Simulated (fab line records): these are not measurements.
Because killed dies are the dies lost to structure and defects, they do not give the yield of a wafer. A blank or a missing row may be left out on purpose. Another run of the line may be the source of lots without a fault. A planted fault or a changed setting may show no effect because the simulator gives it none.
The tool behind it: which one? / flow gf180mcu / 13 lots, 39 wafers sampled, at 4 steps of a route of 602

## WHAT EACH GAUGE READ, for each wafer
GF_SALICIDE_THK_MEAS_05: measures by xrf. Usual: SALICIDE_TIN_THK 19.91 nm, standard deviation 0.26.
lot=L769; measured=day 15 01:51; on=filmMetro-04; SALICIDE_TIN_THK (nm)=19.78 19.64 19.70; flag=
lot=L770; measured=day 16 03:25; on=filmMetro-03; SALICIDE_TIN_THK (nm)=19.95 19.99 19.89; flag=
lot=L772; measured=day 16 11:10; on=filmMetro-04; SALICIDE_TIN_THK (nm)=19.74 19.54 19.65; flag=
lot=L771; measured=day 16 14:40; on=filmMetro-03; SALICIDE_TIN_THK (nm)=19.93 20.40 20.19; flag=
lot=L774; measured=day 17 08:15; on=filmMetro-04; SALICIDE_TIN_THK (nm)=19.97 20.04 19.62; flag=
lot=L776; measured=day 17 23:35; on=filmMetro-04; SALICIDE_TIN_THK (nm)=20.16 20.06 20.08; flag=
lot=L782; measured=day 19 19:18; on=filmMetro-04; SALICIDE_TIN_THK (nm)=17.66 17.53 17.83; flag=OFF
lot=L783; measured=day 20 04:34; on=filmMetro-01; SALICIDE_TIN_THK (nm)=17.97 18.02 17.87; flag=OFF
lot=L784; measured=day 20 14:23; on=filmMetro-03; SALICIDE_TIN_THK (nm)=17.92 17.37 17.33; flag=OFF
lot=L789; measured=day 22 10:49; on=filmMetro-01; SALICIDE_TIN_THK (nm)=20.27 20.62 20.18; flag=
lot=L790; measured=day 22 18:38; on=filmMetro-04; SALICIDE_TIN_THK (nm)=19.93 19.98 20.00; flag=
lot=L791; measured=day 22 21:41; on=filmMetro-01; SALICIDE_TIN_THK (nm)=19.40 19.60 19.86; flag=
lot=L792; measured=day 23 03:35; on=filmMetro-01; SALICIDE_TIN_THK (nm)=19.73 19.81 20.05; flag=

GF_V2_THK_MEAS_03. Usual: V2_CVD_02_THK 852 nm, standard deviation 12.
lot=L769; measured=day 19 04:19; on=filmMetro-03; V2_CVD_02_THK (nm)=865 866 870; flag=
lot=L770; measured=day 20 07:46; on=filmMetro-01; V2_CVD_02_THK (nm)=860 846 871; flag=
lot=L772; measured=day 20 15:42; on=filmMetro-01; V2_CVD_02_THK (nm)=853 852 857; flag=
lot=L771; measured=day 20 20:17; on=filmMetro-02; V2_CVD_02_THK (nm)=851 864 867; flag=
lot=L774; measured=day 21 13:52; on=filmMetro-02; V2_CVD_02_THK (nm)=858 864 867; flag=
lot=L776; measured=day 22 05:43; on=filmMetro-02; V2_CVD_02_THK (nm)=857 865 872; flag=
lot=L782; measured=day 24 00:19; on=filmMetro-02; V2_CVD_02_THK (nm)=837 840 852; flag=
lot=L783; measured=day 24 08:32; on=filmMetro-02; V2_CVD_02_THK (nm)=846 854 865; flag=
lot=L784; measured=day 24 17:16; on=filmMetro-01; V2_CVD_02_THK (nm)=847 836 858; flag=
lot=L789; measured=day 26 08:34; on=filmMetro-02; V2_CVD_02_THK (nm)=861 844 861; flag=
lot=L790; measured=day 26 15:46; on=filmMetro-03; V2_CVD_02_THK (nm)=862 850 878; flag=
lot=L791; measured=day 26 19:08; on=filmMetro-03; V2_CVD_02_THK (nm)=852 850 848; flag=
lot=L792; measured=day 26 23:59; on=filmMetro-02; V2_CVD_02_THK (nm)=842 843 854; flag=

GF_V2_OVL_MEAS_15. Usual: V2_OVL 0 nm, standard deviation 4.9.
lot=L769; measured=day 20 05:46; on=overlay-02; V2_OVL (nm)=5 -1 5; flag=
lot=L770; measured=day 21 08:08; on=overlay-02; V2_OVL (nm)=-3 -5 1; flag=
lot=L772; measured=day 21 15:54; on=overlay-01; V2_OVL (nm)=10 2 3; flag=
lot=L771; measured=day 21 20:28; on=overlay-01; V2_OVL (nm)=3 3 1; flag=
lot=L774; measured=day 22 14:13; on=overlay-02; V2_OVL (nm)=6 9 8; flag=
lot=L776; measured=day 23 04:55; on=overlay-02; V2_OVL (nm)=2 3 6; flag=
lot=L782; measured=day 24 22:37; on=overlay-02; V2_OVL (nm)=-4 -5 -7; flag=
lot=L783; measured=day 25 07:12; on=overlay-02; V2_OVL (nm)=4 -4 -2; flag=
lot=L784; measured=day 25 15:01; on=overlay-01; V2_OVL (nm)=7 1 7; flag=
lot=L789; measured=day 27 05:43; on=overlay-02; V2_OVL (nm)=3 0 1; flag=
lot=L790; measured=day 27 12:51; on=overlay-02; V2_OVL (nm)=5 -2 0; flag=
lot=L791; measured=day 27 16:23; on=overlay-01; V2_OVL (nm)=-7 -6 -7; flag=
lot=L792; measured=day 27 20:52; on=overlay-02; V2_OVL (nm)=2 9 5; flag=

## WHICH TOOL RAN EACH LOT (tool, then ch and the chambers of the sampled wafers, then the start)
lot=L769; GF_SALICIDE_SPUTTER_03=pvdSputter-02, day 15 01:41
lot=L770; GF_SALICIDE_SPUTTER_03=pvdSputter-02, day 16 03:15
lot=L772; GF_SALICIDE_SPUTTER_03=pvdSputter-01, day 16 10:59
lot=L771; GF_SALICIDE_SPUTTER_03=pvdSputter-02, day 16 14:29
lot=L774; GF_SALICIDE_SPUTTER_03=pvdSputter-03, day 17 08:05
lot=L776; GF_SALICIDE_SPUTTER_03=pvdSputter-03, day 17 23:26
lot=L782; GF_SALICIDE_SPUTTER_03=pvdSputter-03, day 19 19:09
lot=L783; GF_SALICIDE_SPUTTER_03=pvdSputter-03, day 20 04:25
lot=L784; GF_SALICIDE_SPUTTER_03=pvdSputter-03, day 20 14:15
lot=L789; GF_SALICIDE_SPUTTER_03=pvdSputter-01, day 22 10:40
lot=L790; GF_SALICIDE_SPUTTER_03=pvdSputter-03, day 22 18:29
lot=L791; GF_SALICIDE_SPUTTER_03=pvdSputter-02, day 22 21:32
lot=L792; GF_SALICIDE_SPUTTER_03=pvdSputter-01, day 23 03:25
- GF_SALICIDE_SPUTTER_03: material TiN, target thk 20 nm, time 16.7 s.

## WHAT THE TOOLS THEMSELVES READ (means of the sampled wafers that have a number; where no wafer has one, the mark that the record gives instead)
GF_SALICIDE_SPUTTER_03. Usual: cathodeDcPowerW 6499.9 W, standard deviation 1.1; throttleValvePct 30.0 %, standard deviation 1.1.
lot=L769; tool=pvdSputter-02; cathodeDcPowerW (W)=6498.7; throttleValvePct (%)=29.5; flag=
lot=L770; tool=pvdSputter-02; cathodeDcPowerW (W)=6500.6; throttleValvePct (%)=31.3; flag=
lot=L772; tool=pvdSputter-01; cathodeDcPowerW (W)=6499.6; throttleValvePct (%)=30.0; flag=
lot=L771; tool=pvdSputter-02; cathodeDcPowerW (W)=6500.9; throttleValvePct (%)=31.1; flag=
lot=L774; tool=pvdSputter-03; cathodeDcPowerW (W)=6499.6; throttleValvePct (%)=30.0; flag=
lot=L776; tool=pvdSputter-03; cathodeDcPowerW (W)=6500.1; throttleValvePct (%)=29.2; flag=
lot=L782; tool=pvdSputter-03; cathodeDcPowerW (W)=5778.4; throttleValvePct (%)=29.1; flag=OFF
lot=L783; tool=pvdSputter-03; cathodeDcPowerW (W)=5778.1; throttleValvePct (%)=30.3; flag=OFF
lot=L784; tool=pvdSputter-03; cathodeDcPowerW (W)=5779.3; throttleValvePct (%)=29.4; flag=OFF
lot=L789; tool=pvdSputter-01; cathodeDcPowerW (W)=6500.0; throttleValvePct (%)=31.3; flag=
lot=L790; tool=pvdSputter-03; cathodeDcPowerW (W)=6499.4; throttleValvePct (%)=29.7; flag=
lot=L791; tool=pvdSputter-02; cathodeDcPowerW (W)=6499.8; throttleValvePct (%)=30.0; flag=
lot=L792; tool=pvdSputter-01; cathodeDcPowerW (W)=6500.4; throttleValvePct (%)=31.0; flag=

## THE ANSWER, worked out from the rows above alone
Rule: take the mean of a lot's wafers that have a number; if it is more than 3 standard deviations from the usual mean, the lot is off. Also off: a lot with no number at a reading for which 4 or more lots have one. Any other lot the step has rows for is counted as sound. First the gauges in route order, then the tools' own readings, where a lot's mean is used as printed above. At the first step where some lot is off, the reading lying furthest off is the one used; lots without a number count as furthest.
Off: at GF_SALICIDE_THK_MEAS_05 (SALICIDE_TIN_THK), L782, L783, L784.
A tool fits if, at a process step before that reading, it ran every lot that is off, and no sound lot after the first of them. The gauges at GF_SALICIDE_THK_MEAS_05 aren't tried: what is off there is off at GF_SALICIDE_SPUTTER_03 too, on other tools, and a gauge's error can't cause that. Not one of the candidates tried fits.

## WHAT THE SIMULATOR HAD PUT IN
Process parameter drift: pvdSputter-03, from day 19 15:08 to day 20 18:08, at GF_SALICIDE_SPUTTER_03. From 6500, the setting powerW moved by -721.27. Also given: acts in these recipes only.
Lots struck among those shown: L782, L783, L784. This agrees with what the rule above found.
